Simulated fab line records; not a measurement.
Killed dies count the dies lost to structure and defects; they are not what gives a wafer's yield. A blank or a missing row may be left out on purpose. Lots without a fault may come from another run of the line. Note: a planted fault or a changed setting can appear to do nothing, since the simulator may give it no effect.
Matching of chambers | flow sky130 | cmp-02 running SKY_FIELD_ISO_CMP_27: 4 sister chambers
The step polishes, stops on Si3N4, t overpolish 16 s, target thk 457.8 nm. 8 wafers are shown with their chamber, then 7 later ones without.

## WAFERS WITH THEIR CHAMBER
wafer  | chamber | motor-current-A (A) | time-to-endpoint-s (s)
L593.6 | 3       | 10.1                | 119
L595.2 | 0       | 13.3                | 112
L595.4 | 3       | 9.8                 | 125
L597.3 | 0       | 12.7                | 115
L599.2 | 2       | 11.1                | 119
L599.4 | 1       | 12.5                | 112
L599.6 | 1       | 12.8                | 108
L602.4 | 2       | 10.6                | 117

## WAFERS WITHOUT THEIR CHAMBER
wafer  | motor-current-A (A) | time-to-endpoint-s (s)
L602.5 | 13.1                | 102
L603.2 | 10.4                | 122
L603.3 | 13.5                | 102
L603.5 | 10.2                | 113
L613.2 | 11.7                | 109
L613.3 | 13.1                | 102
L613.6 | 11.1                | 113

## WHICH CHAMBER EACH ONE RAN IN
wafer  | from the rows above          | in truth
L602.5 | can't be placed: 1 or 0      | 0
L603.2 | can't be placed: 3 or 2      | 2
L603.3 | can't be placed: 1 or 0      | 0
L603.5 | can't be placed: 2 or 3      | 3
L613.2 | can't be placed: 1 or 2 or 0 | 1
L613.3 | can't be placed: 1 or 0      | 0
L613.6 | 2                            | 2
Correctly placed: 1 of 7. Can't be placed from these rows: 6 (the true chamber is among the candidates in 6). Wrongly placed: 0.
How it was worked out, from the rows above alone: a wafer's distance from a chamber is the root of the sum, over the readings, of the square of ((its reading less the chamber's mean) divided by the reading's scatter). If the next closest chamber is less than 2 further off than the closest, the wafer can't be placed; otherwise it belongs to the closest. For every chamber, the mean is computed from those of its wafers that are shown. The scatter is the square root of a quotient: the sum, over the shown wafers, of each reading's squared deviation from its chamber's mean, divided by wafers minus chambers.
